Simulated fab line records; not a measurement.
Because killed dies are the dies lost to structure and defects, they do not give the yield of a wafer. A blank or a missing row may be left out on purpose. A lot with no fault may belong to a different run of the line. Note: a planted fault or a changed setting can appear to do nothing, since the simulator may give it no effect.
Which tool was responsible? :: flow gf180mcu :: 8 lots, 24 wafers sampled, at 6 steps of a route of 602

## WHAT EACH GAUGE READ, for each wafer
GF_HV_LDD_THK_MEAS_55. Usual: HV_LDD_CVD_54_THK typically reads 9.98 nm, with standard deviation 0.16.
lot: L316
measured: day 12 11:34
on: film_metro-01
HV_LDD_CVD_54_THK (nm): 9.97 9.93 10.08
flag: 

lot: L317
measured: day 12 17:49
on: film_metro-01
HV_LDD_CVD_54_THK (nm): 9.97 9.94 10.06
flag: 

lot: L318
measured: day 13 03:36
on: film_metro-02
HV_LDD_CVD_54_THK (nm): 9.74 9.72 9.71
flag: 

lot: L319
measured: day 13 09:17
on: film_metro-02
HV_LDD_CVD_54_THK (nm): 9.84 10.07 10.01
flag: 

lot: L321
measured: day 14 05:23
on: film_metro-04
HV_LDD_CVD_54_THK (nm): 10.07 9.91 10.06
flag: 

lot: L325
measured: day 15 07:47
on: film_metro-04
HV_LDD_CVD_54_THK (nm): 10.16 10.09 10.16
flag: 

lot: L326
measured: day 15 19:35
on: film_metro-01
HV_LDD_CVD_54_THK (nm): 9.90 9.96 9.91
flag: 

lot: L327
measured: day 16 01:01
on: film_metro-01
HV_LDD_CVD_54_THK (nm): 10.09 9.99 9.89
flag: 

GF_NSD_OVL_MEAS_08. Usual: NSD_OVL typically reads 0.3 nm, with standard deviation 1.3.
lot: L316
measured: day 13 08:56
on: overlay-02
NSD_OVL (nm): -1.5 -0.6 -0.4
flag: 

lot: L317
measured: day 13 14:35
on: overlay-01
NSD_OVL (nm): 0.6 0.0 0.5
flag: 

lot: L318
measured: day 14 00:56
on: overlay-02
NSD_OVL (nm): -0.3 -0.5 -0.5
flag: 

lot: L319
measured: day 14 06:01
on: overlay-01
NSD_OVL (nm): 0.2 0.8 -0.3
flag: 

lot: L321
measured: day 15 03:42
on: overlay-02
NSD_OVL (nm): 0.5 2.7 0.9
flag: 

lot: L325
measured: day 16 07:36
on: overlay-01
NSD_OVL (nm): 0.9 -0.8 0.1
flag: 

lot: L326
measured: day 16 19:24
on: overlay-02
NSD_OVL (nm): 0.2 -1.3 -0.1
flag: 

lot: L327
measured: day 17 00:17
on: overlay-01
NSD_OVL (nm): 1.0 -1.6 -0.6
flag: 

GF_PSD_TW_MEAS_11. Usual: PSD_TW typically reads 3204, with standard deviation 31.
lot: L316
measured: day 14 05:18
on: film_metro-04
PSD_TW: 3247 3252 3214
flag: 

lot: L317
measured: day 14 10:35
on: film_metro-04
PSD_TW: 3210 3233 3235
flag: 

lot: L318
measured: day 14 22:02
on: film_metro-04
PSD_TW: 3232 3245 3245
flag: 

lot: L319
measured: day 15 08:23
on: film_metro-03
PSD_TW: 3184 3183 3165
flag: 

lot: L321
measured: day 16 02:01
on: film_metro-02
PSD_TW: 3152 3146 3169
flag: 

lot: L325
measured: day 17 06:17
on: film_metro-04
PSD_TW: 3726 3733 3737 3755 3743 3746
flag: OFF

lot: L326
measured: day 17 18:44
on: film_metro-03
PSD_TW: 3652 3642 3650 3657 3651 3648
flag: OFF

lot: L327
measured: day 18 00:24
on: film_metro-03
PSD_TW: 3667 3664 3653 3675 3632 3661
flag: OFF

GF_PSD_RS_MEAS_15: measurement is done with a four-point probe. Usual: PSD_RS typically reads 108.50 ohm/sq, with standard deviation 0.28.
lot: L316
measured: day 14 05:37
on: film_metro-03
PSD_RS (ohm/sq): 108.62 108.32 108.63
flag: 

lot: L317
measured: day 14 10:54
on: film_metro-04
PSD_RS (ohm/sq): 108.57 108.23 108.25
flag: 

lot: L318
measured: day 14 22:21
on: film_metro-03
PSD_RS (ohm/sq): 108.32 108.67 108.78
flag: 

lot: L319
measured: day 15 08:44
on: film_metro-02
PSD_RS (ohm/sq): 108.29 107.83 107.86
flag: 

lot: L321
measured: day 16 02:20
on: film_metro-03
PSD_RS (ohm/sq): 108.65 108.42 108.67
flag: 

lot: L325
measured: day 17 09:51
on: film_metro-03
PSD_RS (ohm/sq): 52.11 52.19 52.17 52.09 52.10 52.09
flag: OFF

lot: L326
measured: day 18 00:05
on: film_metro-02
PSD_RS (ohm/sq): 52.27 52.15 52.08 52.08 52.17 52.01
flag: OFF

lot: L327
measured: day 18 03:41
on: film_metro-04
PSD_RS (ohm/sq): 52.18 52.33 52.25 52.25 52.42 52.23
flag: OFF

## WHICH TOOL RAN EACH LOT (tool, then ch and the chambers of the sampled wafers, then the start)
lot: L316
GF_HV_LDD_STRIP_10: plasma_asher-03 ch 0,1, day 10 02:16
GF_PSD_IMPLANT_09: implanter-03 ch 0, day 14 05:03

lot: L317
GF_HV_LDD_STRIP_10: plasma_asher-02 ch 0,1, day 10 06:59
GF_PSD_IMPLANT_09: implanter-03 ch 0, day 14 10:20

lot: L318
GF_HV_LDD_STRIP_10: plasma_asher-04 ch 0,1, day 10 17:04
GF_PSD_IMPLANT_09: implanter-02 ch 0, day 14 21:47

lot: L319
GF_HV_LDD_STRIP_10: plasma_asher-03 ch 0,1, day 10 21:33
GF_PSD_IMPLANT_09: implanter-04 ch 0, day 15 08:11

lot: L321
GF_HV_LDD_STRIP_10: plasma_asher-02 ch 1, day 11 16:42
GF_PSD_IMPLANT_09: implanter-04 ch 0, day 16 01:47

lot: L325
GF_HV_LDD_STRIP_10: plasma_asher-02 ch 0,1, day 12 17:23
GF_PSD_IMPLANT_09: implanter-03 ch 0, day 17 06:02

lot: L326
GF_HV_LDD_STRIP_10: plasma_asher-02 ch 0,1, day 13 04:51
GF_PSD_IMPLANT_09: implanter-03 ch 0, day 17 18:31

lot: L327
GF_HV_LDD_STRIP_10: plasma_asher-03 ch 0,1, day 13 09:48
GF_PSD_IMPLANT_09: implanter-04 ch 0, day 18 00:11
- GF_HV_LDD_STRIP_10: strips in O2/N2.
- GF_PSD_IMPLANT_09

## AS READ BY THE TOOLS THEMSELVES (means over the sampled wafers that have a number; for cases with no such wafer, the mark the record gives instead)
GF_HV_LDD_STRIP_10. Usual: drypump_motor_current_A 5.8 A, standard deviation 0.45; heater_power_w 323 W, standard deviation 23; oes_product_au 0.716 a.u., standard deviation 0.005; strip_time_to_endpoint_s 12.67 s, standard deviation 0.036.
lot: L316
tool: plasma_asher-03
drypump_motor_current_A (A): 5.9
heater_power_w (W): 328
oes_product_au (a.u.): 0.720
strip_time_to_endpoint_s (s): 12.69
flag: 

lot: L317
tool: plasma_asher-02
drypump_motor_current_A (A): 5.9
heater_power_w (W): 327
oes_product_au (a.u.): 0.715
strip_time_to_endpoint_s (s): 12.67
flag: 

lot: L318
tool: plasma_asher-04
drypump_motor_current_A (A): 5.2
heater_power_w (W): 293
oes_product_au (a.u.): 0.715
strip_time_to_endpoint_s (s): 12.68
flag: 

lot: L319
tool: plasma_asher-03
drypump_motor_current_A (A): 6.3
heater_power_w (W): 346
oes_product_au (a.u.): 0.716
strip_time_to_endpoint_s (s): 12.72
flag: 

lot: L321
tool: plasma_asher-02
drypump_motor_current_A (A): 5.9
heater_power_w (W): 325
oes_product_au (a.u.): 0.718
strip_time_to_endpoint_s (s): 12.67
flag: 

lot: L325
tool: plasma_asher-02
drypump_motor_current_A (A): 5.9
heater_power_w (W): 334
oes_product_au (a.u.): 0.715
strip_time_to_endpoint_s (s): 12.66
flag: 

lot: L326
tool: plasma_asher-02
drypump_motor_current_A (A): 5.9
heater_power_w (W): 327
oes_product_au (a.u.): 0.718
strip_time_to_endpoint_s (s): 12.69
flag: 

lot: L327
tool: plasma_asher-03
drypump_motor_current_A (A): 5.8
heater_power_w (W): 327
oes_product_au (a.u.): 0.716
strip_time_to_endpoint_s (s): 12.62
flag: 

GF_PSD_IMPLANT_09. Usual: beam_on_s 10.02 s, standard deviation 0.19.
lot: L316
tool: implanter-03
beam_on_s (s): 9.95
flag: 

lot: L317
tool: implanter-03
beam_on_s (s): 10.04
flag: 

lot: L318
tool: implanter-02
beam_on_s (s): 10.01
flag: 

lot: L319
tool: implanter-04
beam_on_s (s): 9.95
flag: 

lot: L321
tool: implanter-04
beam_on_s (s): 10.02
flag: 

lot: L325
tool: implanter-03
beam_on_s (s): 10.10
flag: 

lot: L326
tool: implanter-03
beam_on_s (s): 10.19
flag: 

lot: L327
tool: implanter-04
beam_on_s (s): 9.84
flag: 

## THE ANSWER, worked out from the rows above alone
Rule: a lot counts as off when the mean over its wafers that have a number is more than 3 standard deviations away from the usual mean. A lot without any number at a reading at which 4 lots or more have one is off too. All remaining lots with rows at the step are treated as sound. After the gauges, taken in route order, come the tools' own readings; for these a lot's mean is taken, as printed above. The first step at which some lot is off is used, and at that step the reading that is off furthest; a lot without a number counts as furthest.
Off: at GF_PSD_TW_MEAS_11 (PSD_TW), L325, L326, L327.
If a tool, at a process step before that reading, ran all the lots that are off and no sound lot after the first of them, it fits. The gauges at GF_PSD_TW_MEAS_11 are tried like those tools. No candidate that was tried fits.

## WHAT WAS PUT IN BY THE SIMULATOR
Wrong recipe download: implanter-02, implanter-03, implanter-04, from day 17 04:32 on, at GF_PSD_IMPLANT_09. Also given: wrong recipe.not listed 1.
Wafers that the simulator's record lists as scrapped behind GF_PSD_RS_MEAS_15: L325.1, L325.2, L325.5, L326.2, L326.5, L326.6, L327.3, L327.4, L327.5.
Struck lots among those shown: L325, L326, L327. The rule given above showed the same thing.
